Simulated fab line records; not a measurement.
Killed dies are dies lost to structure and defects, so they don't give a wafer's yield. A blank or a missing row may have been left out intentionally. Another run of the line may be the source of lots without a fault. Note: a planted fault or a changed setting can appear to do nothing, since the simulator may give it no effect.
Check for tools in common :: flow sky130 :: Sample size 14 lots and 42 wafers

## THE REASON FOR OPENING IT
At SKY_POLY_GATE_THK_MEAS_01 the reading POLY_GATE_CVD_00_THK is flagged on 2 of 14 lots. No-fault wafers: 179.8 nm, standard deviation 1.5.
Rule: a lot gets a flag if all its wafers with a number sit over 4 standard deviations from that mean, or if no wafer of it has a number. The other lots count as sound.

lot: L706
measured: day 13 22:48
on: film_metro-01
POLY_GATE_CVD_00_THK (nm), wafer by wafer: 178.5 177.9 179.5
flag: 

lot: L707
measured: day 14 05:01
on: film_metro-04
POLY_GATE_CVD_00_THK (nm), wafer by wafer: 180.0 181.0 179.7
flag: 

lot: L708
measured: day 14 19:08
on: film_metro-01
POLY_GATE_CVD_00_THK (nm), wafer by wafer: 179.5 180.4 180.3
flag: 

lot: L709
measured: day 15 02:23
on: film_metro-01
POLY_GATE_CVD_00_THK (nm), wafer by wafer: 181.3 181.3 180.9
flag: 

lot: L710
measured: day 15 12:17
on: film_metro-02
POLY_GATE_CVD_00_THK (nm), wafer by wafer: 182.9 181.9 182.4
flag: 

lot: L711
measured: day 15 17:48
on: film_metro-01
POLY_GATE_CVD_00_THK (nm), wafer by wafer: 180.3 181.1 179.0
flag: 

lot: L712
measured: day 16 07:20
on: film_metro-01
POLY_GATE_CVD_00_THK (nm), wafer by wafer: 179.1 177.5 180.3
flag: 

lot: L713
measured: day 16 19:22
on: film_metro-01
POLY_GATE_CVD_00_THK (nm), wafer by wafer: 179.5 179.5 181.7
flag: 

lot: L717
measured: day 18 00:22
on: film_metro-04
POLY_GATE_CVD_00_THK (nm), wafer by wafer: 196.1 197.9 196.0
flag: FLAGGED

lot: L719
measured: day 18 13:29
on: film_metro-01
POLY_GATE_CVD_00_THK (nm), wafer by wafer: 195.9 196.0 194.5
flag: FLAGGED

lot: L726
measured: day 21 04:14
on: film_metro-04
POLY_GATE_CVD_00_THK (nm), wafer by wafer: 182.2 181.7 181.9
flag: 

lot: L727
measured: day 21 10:41
on: film_metro-02
POLY_GATE_CVD_00_THK (nm), wafer by wafer: 178.9 178.8 179.0
flag: 

lot: L728
measured: day 21 19:30
on: film_metro-01
POLY_GATE_CVD_00_THK (nm), wafer by wafer: 179.7 179.8 180.0
flag: 

lot: L729
measured: day 21 23:35
on: film_metro-01
POLY_GATE_CVD_00_THK (nm), wafer by wafer: 181.6 181.4 181.8
flag: 
The mean of the flagged lots' numbers is 196.1 nm, +16.3 nm from the usual (+11 standard deviations).

## EACH LOT AND THE TOOL IT RAN ON
The record holds 1 process step before the reading, out of a route of 708 steps. Cell contents, in order: the tool; ch with the chambers the sampled wafers went through; the start.
lot: L706
flag: 
SKY_POLY_GATE_CVD_00: lpcvd-01 ch 1, day 13 21:36

lot: L707
flag: 
SKY_POLY_GATE_CVD_00: lpcvd-01 ch 0, day 14 03:13

lot: L708
flag: 
SKY_POLY_GATE_CVD_00: lpcvd-01 ch 0, day 14 17:55

lot: L709
flag: 
SKY_POLY_GATE_CVD_00: lpcvd-01 ch 1, day 15 01:11

lot: L710
flag: 
SKY_POLY_GATE_CVD_00: lpcvd-01 ch 0, day 15 11:04

lot: L711
flag: 
SKY_POLY_GATE_CVD_00: lpcvd-01 ch 1, day 15 16:36

lot: L712
flag: 
SKY_POLY_GATE_CVD_00: lpcvd-01 ch 0, day 16 06:07

lot: L713
flag: 
SKY_POLY_GATE_CVD_00: lpcvd-01 ch 0, day 16 18:10

lot: L717
flag: FLAGGED
SKY_POLY_GATE_CVD_00: lpcvd-01 ch 0, day 17 23:09

lot: L719
flag: FLAGGED
SKY_POLY_GATE_CVD_00: lpcvd-01 ch 0, day 18 12:17

lot: L726
flag: 
SKY_POLY_GATE_CVD_00: lpcvd-01 ch 1, day 21 03:02

lot: L727
flag: 
SKY_POLY_GATE_CVD_00: lpcvd-01 ch 0, day 21 09:29

lot: L728
flag: 
SKY_POLY_GATE_CVD_00: lpcvd-01 ch 0, day 21 18:17

lot: L729
flag: 
SKY_POLY_GATE_CVD_00: lpcvd-01 ch 0, day 21 22:23
What these steps do:
- SKY_POLY_GATE_CVD_00: deposits poly-Si, target thk 180 nm, time 720 s.
- SKY_POLY_GATE_THK_MEAS_01

## FLAGGED OVER TOTAL, TOOL BY TOOL (the gauges that took the reading come last)
step: SKY_POLY_GATE_CVD_00
tool: lpcvd-01
lots run: 14
flagged: 2
share of the flagged lots: all
sound lots run after its first flagged lot: 4 (L726,L727,L728,L729)

step: SKY_POLY_GATE_THK_MEAS_01
tool: film_metro-01
lots run: 9
flagged: 1
share of the flagged lots: some
sound lots run after its first flagged lot: 2 (L728,L729)

step: SKY_POLY_GATE_THK_MEAS_01
tool: film_metro-02
lots run: 2
flagged: 0
share of the flagged lots: none
sound lots run after its first flagged lot: -

step: SKY_POLY_GATE_THK_MEAS_01
tool: film_metro-04
lots run: 3
flagged: 1
share of the flagged lots: some
sound lots run after its first flagged lot: 1 (L726)

## THE TABLE: WHAT IT ALLOWS
In the table, 1 row covers all flagged lots: lpcvd-01 at SKY_POLY_GATE_CVD_00.
- lpcvd-01 at SKY_POLY_GATE_CVD_00: 2 of its 14 lots flagged. After the first flagged lot (L726, L727, L728, L729), sound lots still ran on it; a lasting fault on the whole tool would not permit that. Its own readings (pressure_mtorr) fall more than 4 standard deviations out on all wafers of the flagged lots.
No row of the table ran every flagged lot and no sound lot after the first.

## WHAT THE SIMULATOR HAD PUT IN
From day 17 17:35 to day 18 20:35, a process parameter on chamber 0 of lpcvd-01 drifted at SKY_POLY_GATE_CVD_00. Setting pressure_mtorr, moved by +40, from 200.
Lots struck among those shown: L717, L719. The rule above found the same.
